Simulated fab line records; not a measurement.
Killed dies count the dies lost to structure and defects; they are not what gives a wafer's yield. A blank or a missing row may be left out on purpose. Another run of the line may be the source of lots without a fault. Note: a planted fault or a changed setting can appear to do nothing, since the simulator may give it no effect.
Which of the tools did it? -- flow sky130 -- Sampling: 12 lots, 36 wafers, 2 of 708 route steps

== WHAT THE GAUGES READ, wafer by wafer ==
SKY_METAL3_CD_MEAS_13: target cd 300 nm. Usual: 300.5 nm for cd-nm, sd 1.4.
lot,measured,on,cd-nm (nm),flag
L752,day 39 04:42,cd-sem-02,301.0 300.3 301.1,
L753,day 39 06:59,cd-sem-01,299.6 300.5 299.0,
L757,day 40 07:33,cd-sem-01,299.6 299.0 298.7,
L759,day 40 22:37,cd-sem-02,301.1 300.3 301.4,
L760,day 41 07:58,cd-sem-02,303.2 302.2 302.2,
L761,day 41 17:08,cd-sem-01,301.0 299.6 300.8,
L763,day 42 09:19,cd-sem-01,301.2 302.2 302.5,
L765,day 42 16:33,cd-sem-01,299.0 299.6 298.9,
L766,day 42 20:51,cd-sem-02,298.3 300.1 297.9,
L770,day 44 06:23,cd-sem-02,300.9 300.5 300.2,
L771,day 44 08:05,cd-sem-01,301.9 302.6 303.2,
L774,day 45 02:41,cd-sem-02,298.6 300.3 299.7,

SKY_VIA3_BOW_MEAS_03. Usual: VIA3_BOW 80 um, standard deviation 8.3.
lot,measured,on,VIA3_BOW (um),flag
L752,day 39 06:21,film-metro-01,68 70 73,
L753,day 39 08:35,film-metro-03,85 87 81,
L757,day 40 09:23,film-metro-01,74 83 78,
L759,day 41 00:24,film-metro-04,89 94 91,
L760,day 41 09:37,film-metro-01,82 78 82,
L761,day 41 18:52,film-metro-01,82 89 83,
L763,day 42 10:57,film-metro-03,79 65 83,
L765,day 42 18:10,film-metro-04,69 68 69,
L766,day 42 22:44,film-metro-01,85 74 87,
L770,day 44 07:59,film-metro-01,77 81 74,
L771,day 44 10:13,film-metro-01,71 78 82,
L774,day 45 04:19,film-metro-04,89 86 69,

== TOOL THAT RAN EACH LOT (tool first, then ch and the chambers of the sampled wafers, then the start) ==
No process step before these readings appears in the record.

== WHAT THE TOOLS THEMSELVES READ (means of the sampled wafers that have a number; where no wafer has one, the mark that the record gives instead) ==
The record holds no such reading with a usual standard deviation.

== THE ANSWER, worked out from the rows above alone ==
Rule: a lot is off if the mean of its wafers that have a number lies more than 3 standard deviations from the usual mean. Also off: a lot with no number at a reading for which 4 or more lots have one. The other lots that the step has rows for count as sound. Order of review: gauges by route order, followed by the tools' own readings, for which a lot's mean as printed above is used. The first step at which some lot is off is used, and at that step the reading that is off furthest; a lot without a number counts as furthest.
No lot is off on any of the readings shown, so nothing can be concluded from this.

== WHAT HAD BEEN PUT IN BY THE SIMULATOR ==
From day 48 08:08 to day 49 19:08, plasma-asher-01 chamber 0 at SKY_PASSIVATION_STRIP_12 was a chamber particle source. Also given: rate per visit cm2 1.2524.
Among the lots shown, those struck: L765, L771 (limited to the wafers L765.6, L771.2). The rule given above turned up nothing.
